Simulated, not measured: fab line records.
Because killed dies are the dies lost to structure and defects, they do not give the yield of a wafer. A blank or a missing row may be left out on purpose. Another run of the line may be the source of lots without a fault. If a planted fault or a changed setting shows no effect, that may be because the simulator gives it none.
A single fault, viewed from 2 desks / flow gf180mcu / numbers are kept per desk, each desk with only its own; the story behind them comes last

== TOOL OWNER'S DESK, hdpcvd-02 ==
The tool's own readings at GF_CONTACT_CVD_00 (deposits SiO2, target thk 300 nm, time 50 s): means of the sampled wafers that have a number, for each lot that ran on this tool. Marked OUT: a lot whose mean sits more than 4 standard deviations from the usual mean, which makes it out of limits; the brackets give that distance.
Columns: A = pressure-mtorr at GF_CONTACT_CVD_00, usual 6.000 mTorr; B = sih4-flow-sccm at GF_CONTACT_CVD_00, usual 60.01 sccm; C = susceptor-temp-C at GF_CONTACT_CVD_00, usual 400.02 C
lot=L754; first seen here=day 15 13:28; A=6.005; B=59.99; C=400.09
lot=L763; first seen here=day 19 03:47; A=6.014; B=60.15; C=400.16
lot=L764; first seen here=day 19 11:20; A=5.997; B=49.99 (-56) OUT; C=400.12
lot=L765; first seen here=day 19 18:28; A=5.992; B=50.24 (-54) OUT; C=399.84
lot=L773; first seen here=day 22 10:17; A=6.004; B=59.90; C=399.83
lot=L775; first seen here=day 23 00:43; A=6.002; B=60.02; C=400.00
lot=L776; first seen here=day 23 16:21; A=6.021; B=59.95; C=399.87
This desk finds L764, L765 out of limits, L764 being first, at day 19 11:20 (sih4-flow-sccm at GF_CONTACT_CVD_00). Within limits: L754, L763, L773, L775, L776.

== THE METROLOGY DESK ==
Lot by lot, what the gauges showed, no matter which tool ran the lot: averages of those sampled wafers that carry a number. Marked OUT: a lot whose mean sits more than 4 standard deviations from the usual mean, which makes it out of limits; the brackets give that distance.
Columns: A = SAB_OVL at GF_SAB_OVL_MEAS_10, usual -0.8 nm; B = CONTACT_CVD_00_THK at GF_CONTACT_THK_MEAS_01, usual 301 nm
lot=L754; first seen here=day 15 12:29; A=-1.0; B=299
lot=L755; first seen here=day 16 04:28; A=-0.6; B=300
lot=L756; first seen here=day 16 14:31; A=1.7; B=301
lot=L762; first seen here=day 18 18:55; A=-1.4; B=296
lot=L763; first seen here=day 19 02:52; A=-0.7; B=296
lot=L764; first seen here=day 19 10:26; A=2.4; B=247 (-15) OUT
lot=L765; first seen here=day 19 17:34; A=-2.2; B=250 (-14) OUT
lot=L773; first seen here=day 22 09:22; A=-2.1; B=299
lot=L772; first seen here=day 22 12:31; A=-0.7; B=303
lot=L774; first seen here=day 22 14:56; A=-0.6; B=299
lot=L775; first seen here=day 22 23:49; A=-1.0; B=302
lot=L776; first seen here=day 23 15:25; A=-0.4; B=305
This desk's finding: out of limits on L764, L765; first on L764, day 19 11:23 (CONTACT_CVD_00_THK at GF_CONTACT_THK_MEAS_01). Within limits: L754, L755, L756, L762, L763, L773, L772, L774, L775, L776.

== TAKEN TOGETHER ==
The tool owner's desk had the chance to raise an alarm at day 19 11:20 on L764, L765.
At day 19 11:23 the metrology desk could have sounded an alarm, on L764, L765.
Every lot named ran GF_CONTACT_CVD_00 on hdpcvd-02.

== WHAT HAD BEEN PUT IN BY THE SIMULATOR ==
hdpcvd-02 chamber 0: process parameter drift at GF_CONTACT_CVD_00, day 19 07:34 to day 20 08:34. From 60, the setting sih4-flow-sccm moved by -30. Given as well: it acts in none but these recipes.
Struck lots among those shown: L764, L765.
Hours from the fault's start to each desk's first reading out of limits: the tool owner's desk, 4; the metrology desk, 4.
